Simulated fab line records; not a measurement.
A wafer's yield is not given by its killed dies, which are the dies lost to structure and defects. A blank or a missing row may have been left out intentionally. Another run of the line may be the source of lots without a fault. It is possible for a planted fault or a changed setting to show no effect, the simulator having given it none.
Which of the tools did it? ; flow sky130 ; route of 708 steps, sampled at 1 step: 11 lots, 33 wafers

== WHAT EACH GAUGE READ, for each wafer ==
SKY_FIELD_ISO_BOW_MEAS_00.
lot;measured;on;INCOMING_BOW (um)
L552;day 1 10:02;film-metro-03;-8 -3 3
L558;day 2 16:01;film-metro-02;-3 -1 -7
L561;day 3 07:00;film-metro-02;9 -9 -5
L563;day 3 17:01;film-metro-03;1 4 3
L567;day 4 13:01;film-metro-01;5 -1 6
L568;day 4 18:00;film-metro-02;18 5 4
L569;day 4 23:00;film-metro-02;-11 9 2
L570;day 5 04:01;film-metro-01;4 2 -10
L572;day 5 14:01;film-metro-01;-3 -7 -9
L573;day 5 19:00;film-metro-01;3 -9 -2
L575;day 6 05:01;film-metro-03;-6 8 3

== TOOL THAT RAN EACH LOT (tool first, then ch and the chambers of the sampled wafers, then the start) ==
The record shows no process step preceding these readings.

== THE ANSWER, worked out from the rows above alone ==
Rule: the usual values come from the lots themselves. Put in order of their means at a reading, lots are off if they are a third of the lots or fewer, leave a main group of 4 or more, and stand apart from it by a gap of 3 or more times the standard deviation of the main group's means; of several such gaps the widest counts. A main group whose means are all the same, to the digits that the tables above print for the reading, isn't used. A lot without any number at a reading at which 4 lots or more have one is off too. The other lots that the step has rows for count as sound.
None of the lots is off at any reading shown; this tells nothing.

== WHAT HAD BEEN PUT IN BY THE SIMULATOR ==
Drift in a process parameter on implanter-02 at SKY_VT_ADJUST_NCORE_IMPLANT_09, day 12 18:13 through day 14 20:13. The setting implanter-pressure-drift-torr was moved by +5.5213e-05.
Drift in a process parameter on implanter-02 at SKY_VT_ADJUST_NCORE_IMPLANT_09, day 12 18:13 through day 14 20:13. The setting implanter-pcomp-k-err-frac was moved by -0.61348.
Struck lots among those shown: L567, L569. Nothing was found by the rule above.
